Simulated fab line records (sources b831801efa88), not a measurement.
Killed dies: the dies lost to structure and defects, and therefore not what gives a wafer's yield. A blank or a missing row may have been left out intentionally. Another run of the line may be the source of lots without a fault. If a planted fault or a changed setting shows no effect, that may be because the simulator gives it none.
fab line records -- flow sky130
record lots=6, wafers=18, last-day=49
route steps=708 shown LDD_HVP@287 LDD_LDN@289 PAD_OPEN@708
lots that met no fault: taken from a fault-free run of the same line
start-h: hours from the record's first day to the start of the lot's first wafer shown -- wait-h: hours since the lot's step before -- " repeats the value in the row above -- L1.1+2: a row that stands for several wafers -- - value missing, or start not given -- * or withheld: withheld -- < > ~ a bound
route shown NAME@n: NAME is a module with steps in the file, n the number in the route of the first one -- usual: the fault-free wafers' mean and standard deviation -- same: alike in all rows -- chamber/n: place in a boat -- sites: readings site by site -- _std_site: the values' standard deviation -- _edge_site: the outer-site mean with the inner-site mean subtracted -- radius-mm: how far each site lies from the wafer's centre -- mask NAME#n: copy n -- behind: the last tool/chamber to shape the wafer -- hold: why the lot went on hold/how many hours it stayed there/how the hold came to an end -- device: the n, p or np transistor that did not switch -- end of line: tests of these same wafers at the route's end -- a step given without rows: its recipe and nothing more -- killed: at the first sort, the dies lost to defects and structure; wafer yield is something else -- map: a wafer's dies, marking killed ones x, the rest . and places with no die _
set.NAME: the run value of the setting; set.NAME@STEP: its run value at that earlier step -- model.NAME: the simulator's own value behind a step, which no gauge read
a table for each step, a row for each wafer; lots at some steps of the route
services: the hour from which a tool's chamber was out of use, counted from the record's first day as start-h (under 0 if before that day), plus the number of hours and why
## steps
# step SKY_LDD_HVP_STRIP_09
# recipe chemistry=O2/N2, power-w=1400, pressure-mtorr=1500, platen-temp-c=withheld, o2-flow-sccm=3000, n2-flow-sccm=300, overash-fraction=0.5
# usual drypump-motor-current-A=5.59/0.27, oes-product-au=0.409/0.0049, strip-time-to-endpoint-s=4.140/0.014
lot.wafer,tool,chamber,start-h,wait-h,drypump-motor-current-A,oes-product-au,rf-hours-counter-h,strip-time-to-endpoint-s
L521.3,plasma-asher-02,0,510.09,0.1,5.19,0.401,-,4.154
L521.4,plasma-asher-02,1,510.09,0.1,5.93,0.401,-,4.142
L521.6,plasma-asher-02,0,510.09,0.1,5.19,0.416,-,4.155
L523.2,plasma-asher-01,0,535.43,0.1,5.48,0.414,41,4.174
L523.3,plasma-asher-01,1,535.43,0.1,5.75,0.410,-,4.164
L523.6,plasma-asher-01,0,535.43,0.1,5.49,0.399,-,4.161
L524.1,plasma-asher-02,1,539.71,0.1,5.94,0.414,85,4.135
L524.3,plasma-asher-02,1,539.71,0.1,5.93,0.407,-,4.148
L524.4,plasma-asher-02,0,539.71,0.1,5.18,0.409,-,4.126
L530.1,plasma-asher-04,1,594.21,0.1,5.90,0.414,76,4.132
L530.2,plasma-asher-04,0,594.21,0.1,5.33,0.406,76,4.132
L530.4,plasma-asher-04,0,594.21,0.1,5.34,0.407,-,4.141
L531.1,plasma-asher-04,0,600.33,0.1,5.36,0.408,77,4.157
L531.3,plasma-asher-04,1,600.33,0.1,5.84,0.417,-,4.151
L531.6,plasma-asher-04,1,600.33,0.1,5.89,0.406,-,4.129
L536.1,plasma-asher-04,0,641.76,0.1,5.35,0.404,81,4.142
L536.2,plasma-asher-04,1,641.76,0.1,5.85,0.402,81,4.139
L536.3,plasma-asher-04,0,641.76,0.1,5.35,0.409,-,4.144
# step SKY_LDD_HVP_TW_MEAS_10
# usual LDD_HVP_TW=457.0/2.1
lot.wafer,tool,chamber,start-h,wait-h,LDD_HVP_TW
L521.3,film-metro-03,-,510.18,0.1,456.2
L521.4,film-metro-03,-,510.18,0.1,454.9
L521.6,film-metro-03,-,510.18,0.1,456.4
L523.2,film-metro-04,-,535.54,0.1,454.4
L523.3,film-metro-04,-,535.54,0.1,454.2
L523.6,film-metro-04,-,535.54,0.1,456.4
L524.1,film-metro-04,-,539.81,0.1,457.0
L524.3,film-metro-04,-,539.81,0.1,455.6
L524.4,film-metro-04,-,539.81,0.1,454.3
L530.1,film-metro-04,-,594.31,0.1,457.2
L530.2,film-metro-04,-,594.31,0.1,458.9
L530.4,film-metro-04,-,594.31,0.1,459.9
L531.1,film-metro-03,-,600.43,0.1,458.9
L531.3,film-metro-03,-,600.43,0.1,455.2
L531.6,film-metro-03,-,600.43,0.1,455.9
L536.1,film-metro-02,-,641.86,0.1,457.9
L536.2,film-metro-02,-,641.86,0.1,454.9
L536.3,film-metro-02,-,641.86,0.1,458.7
# step SKY_LDD_LDN_DEHYDRATE_00
# recipe temp-c=200, time-s=60
# step SKY_LDD_LDN_HMDS_01
# recipe prime-time-s=60, prime-temp-c=120
# step SKY_LDD_LDN_COAT_02
# recipe resist=NOVOLAK, spin-rpm=3000, resist-thk-nm=1140
# step SKY_LDD_LDN_SOFTBAKE_03
# recipe temp-c=90, time-s=60, resist=NOVOLAK
# step SKY_LDD_LDN_EXPOSE_04
# recipe mask-id=LDNTM, na=0.6, source-shape=conventional, sigma-outer=0.6, polarization=unpolarized, target-cd-nm=700, dose-mj=140
# step SKY_LDD_LDN_PEB_05
# recipe temp-c=withheld, time-s=*, resist=NOVOLAK
# step SKY_LDD_LDN_DEVELOP_06
# recipe resist=NOVOLAK, developer=TMAH, develop-time-s=60, dev-temp-c=23
# step SKY_LDD_LDN_OVL_MEAS_07
# usual LDD_LDN_OVL=-1.3/1.2
lot.wafer,tool,chamber,start-h,wait-h,LDD_LDN_OVL[nm]
L521.3,overlay-01,-,540.44,0.1,-1.8
L521.4,overlay-01,-,540.44,0.1,-2.3
L521.6,overlay-01,-,540.44,0.1,-2.1
L523.2,overlay-01,-,564.93,0.1,0.1
L523.3,overlay-01,-,564.93,0.1,-0.4
L523.6,overlay-01,-,564.93,0.1,1.1
L524.1,overlay-01,-,570.06,0.1,-1.8
L524.3,overlay-01,-,570.06,0.1,0.3
L524.4,overlay-01,-,570.06,0.1,-0.2
L530.1,overlay-01,-,622.52,0.1,-1.9
L530.2,overlay-01,-,622.52,0.1,-2.4
L530.4,overlay-01,-,622.52,0.1,-2.9
L531.1,overlay-02,-,629.07,0.1,-0.9
L531.3,overlay-02,-,629.07,0.1,-0.6
L531.6,overlay-02,-,629.07,0.1,-0.5
L536.1,overlay-02,-,670.02,0.1,-1.6
L536.2,overlay-02,-,670.02,0.1,0.1
L536.3,overlay-02,-,670.02,0.1,-2.4
# step SKY_LDD_LDN_IMPLANT_08
# recipe species=As, energy-kev=15, dose-cm2=1.25e+13, tilt-deg=withheld, rotation-deg=23
# step SKY_LDD_LDN_IMPLANT_09
# recipe species=As, energy-kev=14.9, dose-cm2=1.25e+13, tilt-deg=withheld, rotation-deg=113
# step SKY_LDD_LDN_IMPLANT_10
# recipe species=As, energy-kev=15, dose-cm2=1.25e+13, tilt-deg=withheld, rotation-deg=203
lot.wafer,tool,chamber,start-h,wait-h
L521.3+4+6,implanter-01,0,540.81,0.1
L523.2+3+6,implanter-04,0,565.28,0.1
L524.1+3+4,implanter-04,0,570.40,0.1
L530.1+2+4,implanter-03,0,622.86,0.1
L530.1+2+4,implanter-03,0,623.17,0.3
L531.1+3+6,implanter-01,0,629.41,0.1
L531.1+3+6,implanter-01,0,629.72,0.3
L536.1+2+3,implanter-01,0,670.36,0.1
# step SKY_LDD_LDN_IMPLANT_11
# recipe species=As, energy-kev=15, dose-cm2=1.25e+13, tilt-deg=withheld, rotation-deg=293
# step SKY_LDD_LDN_STRIP_12
# recipe chemistry=O2/N2, power-w=1400, pressure-mtorr=1500, platen-temp-c=withheld, o2-flow-sccm=3000, n2-flow-sccm=300, overash-fraction=0.5
# usual drypump-motor-current-A=5.8/0.43, oes-product-au=0.715/0.0046, strip-time-to-endpoint-s=14.19/0.042
lot.wafer,tool,chamber,start-h,wait-h,drypump-motor-current-A,oes-product-au,rf-hours-counter-h,strip-time-to-endpoint-s
L521.3,plasma-asher-01,0,541.10,0.1,5.5,0.719,-,14.22
L521.4,plasma-asher-01,1,541.10,0.1,5.7,0.724,-,14.20
L521.6,plasma-asher-01,1,541.10,0.1,5.7,0.724,-,14.14
L523.2,plasma-asher-04,1,565.56,0.1,5.9,0.708,73,14.19
L523.3,plasma-asher-04,1,565.56,0.1,5.9,0.715,-,14.18
L523.6,plasma-asher-04,0,565.56,0.1,5.4,0.723,-,14.20
L524.1,plasma-asher-01,0,570.70,0.1,5.5,0.717,45,14.26
L524.3,plasma-asher-01,0,570.70,0.1,5.5,0.713,-,14.28
L524.4,plasma-asher-01,1,570.70,0.1,5.8,0.716,-,14.27
L530.1,plasma-asher-01,0,623.47,0.1,5.5,0.715,50,14.18
L530.2,plasma-asher-01,1,623.47,0.1,5.7,0.716,50,14.26
L530.4,plasma-asher-01,1,623.47,0.1,5.7,0.717,-,14.18
L531.1,plasma-asher-03,0,630.02,0.1,6.8,0.718,19,14.23
L531.3,plasma-asher-03,0,630.02,0.1,6.8,0.713,-,14.24
L531.6,plasma-asher-03,1,630.02,0.1,5.8,0.712,-,14.23
L536.1,plasma-asher-04,0,670.66,0.1,5.3,0.708,84,14.26
L536.2,plasma-asher-04,1,670.66,0.1,5.9,0.712,84,14.22
L536.3,plasma-asher-04,1,670.66,0.1,5.9,0.709,-,14.25
# step SKY_LDD_LDN_TW_MEAS_13
# usual LDD_LDN_TW=1481/5.8
lot.wafer,tool,chamber,start-h,wait-h,LDD_LDN_TW
L521.3,film-metro-01,-,541.18,0.1,1481
L521.4,film-metro-01,-,541.18,0.1,1482
L521.6,film-metro-01,-,541.18,0.1,1486
L523.2,film-metro-01,-,565.67,0.1,1487
L523.3,film-metro-01,-,565.67,0.1,1476
L523.6,film-metro-01,-,565.67,0.1,1480
L524.1,film-metro-01,-,570.80,0.1,1486
L524.3,film-metro-01,-,570.80,0.1,1489
L524.4,film-metro-01,-,570.80,0.1,1483
L530.1,film-metro-02,-,623.57,0.1,1572
L530.2,film-metro-02,-,623.57,0.1,1587
L530.4,film-metro-02,-,623.57,0.1,1578
L531.1,film-metro-01,-,630.12,0.1,1578
L531.3,film-metro-01,-,630.12,0.1,1584
L531.6,film-metro-01,-,630.12,0.1,1571
L536.1,film-metro-01,-,670.76,0.1,1477
L536.2,film-metro-01,-,670.76,0.1,1473
L536.3,film-metro-01,-,670.76,0.1,1468
# step SKY_LDD_LDN_CLEAN_14
# recipe chemistry=SC1/SC2, mix=1:4:20, temp-c=70, time-s=150, dry=n2-spin
# step SKY_PAD_OPEN_PROBE_99
# usual killed_at_M0_to_M3=43/6.5, killed_at_M4_up=3.2/1.9, killed-at-contacts=25/5.5, killed-at-front-end=14/4.2, killed-at-other=0.2/0.44, killed-dies=85/8.5, killed-open=47/7, killed-short=39/6.3
# same gross-dies=492, killed-at-back-side=0
lot.wafer,tool,chamber,start-h,wait-h,killed_at_M0_to_M3,killed_at_M4_up,killed-at-contacts,killed-at-front-end,killed-at-other,killed-dies,killed-open,killed-short,model.etest.tip-sonos.rs-ohm-sq
L521.3,prober-01,-,1089.29,0.2,35,1,24,10,0,70,38,32,2623
L521.4,prober-01,-,1089.34,0.2,56,4,21,17,0,98,55,43,2628
L521.6,prober-01,-,1089.44,0.2,37,1,30,12,2,82,44,38,2617
L523.2,prober-01,-,1108.70,0.1,43,4,22,7,1,77,36,41,2658
L523.3,prober-01,-,1108.75,0.2,46,2,23,8,0,79,40,39,2665
L523.6,prober-01,-,1108.90,0.2,46,2,18,11,0,77,39,38,2662
L524.1,prober-02,-,1109.34,0.1,34,7,22,12,1,76,44,32,2657
L524.3,prober-02,-,1109.44,0.2,36,5,32,11,0,84,38,46,2676
L524.4,prober-02,-,1109.49,0.2,53,5,34,8,0,100,54,46,2646
L530.1,prober-02,-,1147.71,0.1,47,5,22,9,0,83,47,36,2329
L530.2,prober-02,-,1147.76,0.1,50,1,27,7,0,85,51,34,2341
L530.4,prober-02,-,1147.86,0.2,50,2,15,8,0,75,39,36,2370
L531.1,prober-01,-,1150.83,0.1,43,4,20,12,0,79,38,41,2467
L531.3,prober-01,-,1150.93,0.2,42,2,29,8,0,81,42,39,2466
L531.6,prober-01,-,1151.08,0.2,37,3,21,12,0,73,49,24,2441
L536.1,prober-02,-,1178.40,0.1,44,4,27,18,0,93,50,43,2719
L536.2,prober-02,-,1178.45,0.1,44,1,25,14,0,84,41,43,2732
L536.3,prober-02,-,1178.50,0.2,40,1,37,15,0,93,51,42,2669
# killed by level:class
L521.3 VIA1:geometric-particle:open=11 CONTACT:geometric-particle:open=8 LOCAL_INTERCONNECT:geometric-particle:short=6 VIA3:geometric-particle:open=6 POLY_GATE:geometric-particle:short=4 CONTACT:geometric-particle:short=4 VIA1:geometric-particle:short=4 FIELD_ISO:geometric-particle:open=3
L521.4 VIA1:geometric-particle:open=20 METAL1:geometric-particle:short=8 CONTACT:geometric-particle:open=7 VIA3:geometric-particle:open=7 LI_CONTACT:geometric-particle:open=5 POLY_GATE:geometric-particle:short=5 METAL2:geometric-particle:short=5 CONTACT:geometric-particle:short=5
L521.6 CONTACT:geometric-particle:open=12 VIA1:geometric-particle:open=8 LI_CONTACT:geometric-particle:open=7 METAL2:geometric-particle:short=7 METAL1:geometric-particle:short=6 FIELD_ISO:geometric-particle:open=5 LI_CONTACT:geometric-particle:short=4 LOCAL_INTERCONNECT:geometric-particle:short=4
L523.2 CONTACT:geometric-particle:open=9 VIA1:geometric-particle:short=9 VIA1:geometric-particle:open=8 LI_CONTACT:geometric-particle:open=5 CONTACT:geometric-particle:short=5 VIA2:geometric-particle:open=5 METAL1:geometric-particle:short=5 VIA2:geometric-particle:short=4
L523.3 VIA1:geometric-particle:open=10 CONTACT:geometric-particle:open=8 LI_CONTACT:geometric-particle:open=6 METAL1:geometric-particle:short=6 VIA1:geometric-particle:short=6 VIA3:geometric-particle:open=5 CONTACT:geometric-particle:short=5 METAL2:geometric-particle:short=5
L523.6 VIA1:geometric-particle:open=12 METAL1:geometric-particle:short=8 VIA3:geometric-particle:open=6 VIA2:geometric-particle:open=5 LI_CONTACT:geometric-particle:open=5 CONTACT:geometric-particle:open=5 CONTACT:geometric-particle:short=4 VIA1:geometric-particle:short=4
L524.1 LI_CONTACT:geometric-particle:open=7 VIA1:geometric-particle:open=7 CONTACT:geometric-particle:open=6 VIA3:geometric-particle:open=6 METAL4:geometric-particle:short=6 VIA2:geometric-particle:open=5 LI_CONTACT:geometric-particle:short=4 METAL2:geometric-particle:short=4
L524.3 LI_CONTACT:geometric-particle:open=11 METAL1:geometric-particle:short=8 CONTACT:geometric-particle:open=7 LOCAL_INTERCONNECT:geometric-particle:short=6 METAL2:geometric-particle:short=6 VIA3:geometric-particle:short=5 METAL4:geometric-particle:short=5 CONTACT:geometric-particle:short=4
L524.4 LI_CONTACT:geometric-particle:open=14 VIA2:geometric-particle:open=12 CONTACT:geometric-particle:open=8 VIA1:geometric-particle:open=8 METAL1:geometric-particle:short=7 LOCAL_INTERCONNECT:geometric-particle:short=6 VIA3:geometric-particle:short=6 METAL2:geometric-particle:short=5
L530.1 VIA1:geometric-particle:open=12 VIA2:geometric-particle:open=10 CONTACT:geometric-particle:open=9 VIA1:geometric-particle:short=5 LI_CONTACT:geometric-particle:open=5 VIA3:geometric-particle:short=5 CONTACT:geometric-particle:short=4 VIA2:geometric-particle:short=4
L530.2 CONTACT:geometric-particle:open=12 VIA1:geometric-particle:open=12 VIA2:geometric-particle:open=8 LI_CONTACT:geometric-particle:open=6 METAL1:geometric-particle:short=6 CONTACT:geometric-particle:short=5 VIA2:geometric-particle:short=5 METAL1:geometric-particle:open=4
L530.4 METAL2:geometric-particle:short=12 VIA2:geometric-particle:open=7 VIA3:geometric-particle:open=7 CONTACT:geometric-particle:open=6 VIA2:geometric-particle:short=5 FIELD_ISO:geometric-particle:open=4 LOCAL_INTERCONNECT:geometric-particle:short=4 VIA1:geometric-particle:short=4
L531.1 VIA1:geometric-particle:open=8 CONTACT:geometric-particle:open=7 VIA2:geometric-particle:open=6 METAL1:geometric-particle:short=6 VIA1:geometric-particle:short=6 METAL2:geometric-particle:short=6 CONTACT:geometric-particle:short=5 LI_CONTACT:geometric-particle:open=4
L531.3 CONTACT:geometric-particle:open=9 LOCAL_INTERCONNECT:geometric-particle:short=8 VIA1:geometric-particle:open=7 VIA3:geometric-particle:open=7 LI_CONTACT:geometric-particle:open=6 CONTACT:geometric-particle:short=6 VIA1:geometric-particle:short=5 METAL1:geometric-particle:short=4
L531.6 VIA1:geometric-particle:open=10 VIA2:geometric-particle:open=8 CONTACT:geometric-particle:open=7 FIELD_ISO:geometric-particle:open=6 LI_CONTACT:geometric-particle:open=6 VIA1:geometric-particle:short=4 VIA3:geometric-particle:open=4 LI_CONTACT:geometric-particle:short=3
L536.1 CONTACT:geometric-particle:open=12 CONTACT:geometric-particle:short=10 VIA3:geometric-particle:open=8 FIELD_ISO:geometric-particle:open=6 VIA1:geometric-particle:open=6 VIA2:geometric-particle:short=5 FIELD_ISO:geometric-particle:short=4 METAL1:geometric-particle:open=4
L536.2 CONTACT:geometric-particle:open=13 METAL2:geometric-particle:short=7 VIA1:geometric-particle:short=6 VIA2:geometric-particle:short=6 VIA1:geometric-particle:open=6 FIELD_ISO:geometric-particle:short=5 VIA3:geometric-particle:open=5 METAL1:geometric-particle:short=4
L536.3 CONTACT:geometric-particle:open=13 CONTACT:geometric-particle:short=11 VIA1:geometric-particle:open=10 LOCAL_INTERCONNECT:geometric-particle:short=7 VIA1:geometric-particle:short=7 METAL2:geometric-particle:short=7 POLY_GATE:geometric-particle:open=6 VIA2:geometric-particle:open=6
## services
tool,chamber,start-h,hours,kind
plasma-asher-04,-,498.43,7.4,repair
plasma-asher-03,-,514.66,2.8,pm
implanter-03,-,560.48,12.0,pm
implanter-04,-,577.35,17.1,pm
implanter-03,-,583.63,3.0,repair
implanter-03,-,588.26,1.7,repair
plasma-asher-02,-,606.63,0.4,repair
implanter-04,-,612.11,1.9,repair
plasma-asher-01,-,631.41,4.5,repair
## key
first-sign step=SKY_LDD_LDN_IMPLANT_10, reading=visit, direction=added
effect step=SKY_LDD_LDN_TW_MEAS_13, reading=LDD_LDN_TW, direction=up, sigmas=17, usual=1481, struck=1578
model-effect step=SKY_PAD_OPEN_PROBE_99, value=etest.tip-sonos.rs-ohm-sq, without=2737, struck=2402
met-at SKY_LDD_LDN_IMPLANT_10
struck-wafers L530.1,L530.2,L530.4,L531.1,L531.3,L531.6
tester-left-out L530,L531
fault kind=repeated-step-whole, tool=implanter-01,implanter-03,implanter-04, chamber=-, onset-h=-, steps=SKY_LDD_LDN_IMPLANT_10, times=1, scope=struck-lots-only
# tester-left-out: of these lots the tester's yield and bins aren't shown, on N5 and GAA mostly nor the transistor test; their killed dies are dies lost to structure and defects alone, not to doping, threshold or leakage, so they don't give the yield
